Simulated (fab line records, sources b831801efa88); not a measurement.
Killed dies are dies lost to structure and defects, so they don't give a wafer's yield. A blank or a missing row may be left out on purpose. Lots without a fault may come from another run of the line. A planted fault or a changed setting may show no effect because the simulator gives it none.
fab line records | flow gf180mcu | part 2 of 2: steps 24 to 32 of 32
record lots=5 wafers=15 last_day=33
route steps=602 shown V4@486 MIM@503
lots that met no fault: from a run of the same line without faults
start_h: hours from the record's first day to the start of the lot's first wafer shown | wait_h: hours since the lot's step before | " the same as in the row above | L1.1+2: a row that stands for several wafers | - no value, or no start given | * or withheld: withheld | < > ~ a bound
route shown NAME@n: a module of which the file shows steps, and the number in the route of the first | usual: mean/standard deviation of fault-free wafers | same: alike in all rows | chamber/n: place in a boat | sites: the reading at each site | _std_site: their standard deviation | _edge_site: outer sites' mean less inner sites' | radius_mm: how far each site lies from the wafer's centre | mask NAME#n: copy n | behind: the tool/chamber that last shaped the wafer | hold: why the lot was held/for how many hours/how that ended | device: the transistor (n, p or np) that didn't switch | end of line: the same wafers' tests at the end of the route | a step without rows: its recipe alone | killed: dies lost to structure and defects at the first sort, not the wafer's yield | map: a wafer's dies, x killed, . not, _ none there
set.NAME: the setting as run; set.NAME@STEP: as run at that earlier step | model.NAME: the simulator's own value behind a step, which no gauge read
lots at some steps of the route; a table a step, a row a wafer
services: from which hour (start_h, from the record's first day; less than 0 if before it) a tool's chamber was out of use, for how many hours, and why
## steps
# step GF_MIM_THK_MEAS_06
# recipe reads=Si3N4_of_MIM_CVD_05
# usual MIM_CVD_05_THK=42.1/0.59
# columns lot.wafer tool chamber start_h wait_h MIM_CVD_05_THK[nm]
L075.1 film_metro-01 - 577.56 0.0 41.3
L075.4 " - " " 41.7
L075.6 " - " " 41.7
L083.2 film_metro-02 - 637.03 0.0 41.8
L083.4 " - " " 42.5
L083.5 " - " " 42.9
L085.1 film_metro-02 - 652.40 0.0 42.1
L085.3 " - " " 41.4
L085.4 " - " " 42.3
L090.1 film_metro-03 - 686.37 0.0 42.0
L090.2 " - " " 41.6
L090.4 " - " " 41.9
L093.1 film_metro-01 - 703.79 0.0 41.5
L093.4 " - " " 41.9
L093.6 " - " " 42.6
# step GF_MIM_SPUTTER_07
# recipe material=TiN target_thk_nm=60 power_w=6500 time_s=50 chamber_pressure_pa=0.4
# usual cathode_dc_power_W=6500.1/1.2 throttle_valve_pct=30.1/1
# columns lot.wafer tool chamber start_h wait_h cathode_dc_power_W throttle_valve_pct
L075.1 pvd_sputter-01 - 577.62 0.1 6498.3 30.4
L075.4 " - " " 6499.7 29.0
L075.6 " - " " 6500.2 29.1
L083.2 pvd_sputter-01 - 637.08 0.0 6501.1 29.8
L083.4 " - " " 6500.0 28.8
L083.5 " - " " 6502.0 30.3
L085.1 pvd_sputter-04 - 652.46 0.1 6499.4 31.3
L085.3 " - " " 6502.6 29.5
L085.4 " - " " 6499.6 30.2
L090.1 pvd_sputter-04 - 686.43 0.1 6498.7 29.4
L090.2 " - " " 6499.8 30.2
L090.4 " - " " 6501.5 31.2
L093.1 pvd_sputter-04 - 703.85 0.1 6498.5 30.8
L093.4 " - " " 6500.9 30.9
L093.6 " - " " 6499.6 29.6
# step GF_MIM_SPUTTER_08
# recipe material=AlCu target_thk_nm=200 power_w=10600 time_s=10.6 chamber_pressure_pa=0.4
# usual cathode_dc_power_W=10600/2.1 throttle_valve_pct=30.1/1
# columns lot.wafer tool chamber start_h wait_h cathode_dc_power_W throttle_valve_pct
L075.1 pvd_sputter-01 - 577.67 0.0 10601 30.4
L075.4 " - " " 10599 28.9
L075.6 " - " " 10596 29.1
L083.2 pvd_sputter-01 - 637.13 0.0 10598 29.7
L083.4 " - " " 10599 28.7
L083.5 " - " " 10600 30.9
L085.1 pvd_sputter-04 - 652.51 0.0 10602 31.0
L085.3 " - " " 10594 29.7
L085.4 " - " " 10602 30.4
L090.1 pvd_sputter-04 - 686.48 0.0 10603 29.6
L090.2 " - " " 10599 30.0
L090.4 " - " " 10603 31.0
L093.1 pvd_sputter-04 - 703.89 0.0 10602 30.8
L093.4 " - " " 10599 31.1
L093.6 " - " " 10601 29.4
# step GF_MIM_SPUTTER_09
# recipe material=TiN target_thk_nm=35 power_w=6500 time_s=29.2 chamber_pressure_pa=0.4
# usual cathode_dc_power_W=6500.0/1.2 throttle_valve_pct=30.1/1
# columns lot.wafer tool chamber start_h wait_h cathode_dc_power_W throttle_valve_pct
L075.1 pvd_sputter-01 - 577.69 0.0 6500.7 30.5
L075.4 " - " " 6500.4 29.0
L075.6 " - " " 6499.4 29.1
L083.2 pvd_sputter-01 - 637.15 0.0 6500.6 30.0
L083.4 " - " " 6500.6 28.7
L083.5 " - " " 6500.1 30.7
L085.1 pvd_sputter-04 - 652.53 0.0 6501.8 31.0
L085.3 " - " " 6499.8 29.7
L085.4 " - " " 6500.7 30.0
L090.1 pvd_sputter-04 - 686.50 0.0 6501.7 29.4
L090.2 " - " " 6498.4 30.0
L090.4 " - " " 6500.2 31.1
L093.1 pvd_sputter-04 - 703.92 0.0 6499.2 30.7
L093.4 " - " " 6499.1 30.9
L093.6 " - " " 6501.1 29.7
# step GF_MIM_RS_MEAS_10
# recipe thk_meas_gauge=four-point-probe reads=TiN_of_MIM_SPUTTER_09+AlCu_of_MIM_SPUTTER_08+TiN_of_MIM_SPUTTER_07
# usual MIM_ALCU_RS=0.1604/0.0018
# columns lot.wafer tool chamber start_h wait_h MIM_ALCU_RS[ohm/sq]
L075.1 film_metro-02 - 577.72 0.0 0.1607
L075.4 " - " " 0.1614
L075.6 " - " " 0.1622
L083.2 film_metro-02 - 637.20 0.0 0.1614
L083.4 " - " " 0.1578
L083.5 " - " " 0.1600
L085.1 film_metro-02 - 652.56 0.0 0.1579
L085.3 " - " " 0.1603
L085.4 " - " " 0.1611
L090.1 film_metro-01 - 686.53 0.0 0.1610
L090.2 " - " " 0.1625
L090.4 " - " " 0.1600
L093.1 film_metro-03 - 703.99 0.1 0.1604
L093.4 " - " " 0.1603
L093.6 " - " " 0.1626
# step GF_MIM_THK_MEAS_11
# recipe thk_meas_gauge=xrf reads=AlCu_of_MIM_SPUTTER_08
# usual MIM_ALCU_THK=200.5/2.1
# columns lot.wafer tool chamber start_h wait_h MIM_ALCU_THK[nm]
L075.1 film_metro-02 - 577.84 0.1 199.9
L075.4 " - " " 200.9
L075.6 " - " " 198.3
L083.2 film_metro-02 - 637.31 0.1 199.8
L083.4 " - " " 203.7
L083.5 " - " " 200.2
L085.1 film_metro-02 - 652.68 0.1 202.7
L085.3 " - " " 200.8
L085.4 " - " " 199.6
L090.1 film_metro-01 - 686.65 0.1 200.0
L090.2 " - " " 197.1
L090.4 " - " " 201.4
L093.1 film_metro-03 - 704.11 0.1 199.5
L093.4 " - " " 200.3
L093.6 " - " " 197.7
# step GF_MIM_DEHYDRATE_12
# recipe temp_c=200 time_s=60
# usual exhaust_pa=45.0/0.91
# columns lot.wafer tool chamber start_h wait_h exhaust_pa
L075.1 litho_track-04 0 587.93 10.1 46.6
L075.4 " 0 " " 44.2
L075.6 " 0 " " 44.6
L083.2 litho_track-02 0 646.46 9.1 43.4
L083.4 " 0 " " 44.5
L083.5 " 0 " " 44.2
L085.1 litho_track-02 0 661.58 8.9 44.6
L085.3 " 0 " " 44.9
L085.4 " 0 " " 44.7
L090.1 litho_track-04 0 695.68 9.0 44.5
L090.2 " 0 " " 45.2
L090.4 " 0 " " 45.0
L093.1 litho_track-04 0 713.08 9.0 45.8
L093.4 " 0 " " 45.3
L093.6 " 0 " " 45.0
# step GF_MIM_HMDS_13
# recipe prime_time_s=60 prime_temp_c=120
# usual exhaust_pa=45.0/0.96
# columns lot.wafer tool chamber start_h wait_h exhaust_pa
L075.1 litho_track-04 0 588.08 0.1 44.4
L075.4 " 0 " " 43.7
L075.6 " 0 " " 44.4
L083.2 litho_track-02 0 646.61 0.1 43.9
L083.4 " 0 " " 43.7
L083.5 " 0 " " 45.6
L085.1 litho_track-02 0 661.73 0.1 43.2
L085.3 " 0 " " 45.8
L085.4 " 0 " " 44.7
L090.1 litho_track-04 0 695.83 0.1 45.0
L090.2 " 0 " " 46.3
L090.4 " 0 " " 43.9
L093.1 litho_track-04 0 713.23 0.1 44.8
L093.4 " 0 " " 46.0
L093.6 " 0 " " 46.7
# step GF_MIM_COAT_14
# recipe resist=NOVOLAK spin_rpm=3000 resist_thk_nm=1000
# usual exhaust_pa=44.8/1
# columns lot.wafer tool chamber start_h wait_h exhaust_pa
L075.1 litho_track-04 0 588.23 0.1 43.6
L075.4 " 0 " " 44.6
L075.6 " 0 " " 45.5
L083.2 litho_track-02 0 646.76 0.1 43.7
L083.4 " 0 " " 44.5
L083.5 " 0 " " 45.8
L085.1 litho_track-02 0 661.88 0.1 44.6
L085.3 " 0 " " 44.7
L085.4 " 0 " " 43.9
L090.1 litho_track-04 0 695.98 0.1 46.2
L090.2 " 0 " " 44.8
L090.4 " 0 " " 45.1
L093.1 litho_track-04 0 713.38 0.1 42.1
L093.4 " 0 " " 43.4
L093.6 " 0 " " 43.3
## services
# columns tool chamber start_h hours kind
krf_scanner-02 - 542.09 0.8 pm
rie_diel-03 0 548.97 65.0 repair
krf_scanner-01 - 549.28 0.8 pm
pvd_sputter-03 - 571.32 8.4 repair
krf_scanner-02 - 571.87 1.0 pm
cvd_w-02 0 584.79 8.5 repair
krf_scanner-02 - 588.42 0.7 repair
pecvd-01 - 591.12 14.0 pm
cvd_w-01 - 613.39 1.4 repair
pvd_sputter-03 - 620.23 1.0 repair
pecvd-01 - 622.90 1.2 repair
krf_scanner-02 - 624.30 3.6 pm
rie_diel-03 - 626.37 1.4 repair
krf_scanner-01 - 642.95 1.3 pm
pvd_sputter-01 - 651.30 9.6 repair
krf_scanner-01 - 652.70 1.0 pm
rie_diel-03 3 661.04 4.8 repair
cmp-01 - 668.69 0.5 repair
krf_scanner-02 - 670.71 1.3 pm
pvd_sputter-03 - 678.42 2.7 repair
cmp-01 - 684.07 1.4 repair
krf_scanner-02 - 685.90 4.0 pm
krf_scanner-02 - 694.82 2.6 repair
krf_scanner-02 - 710.89 0.8 pm
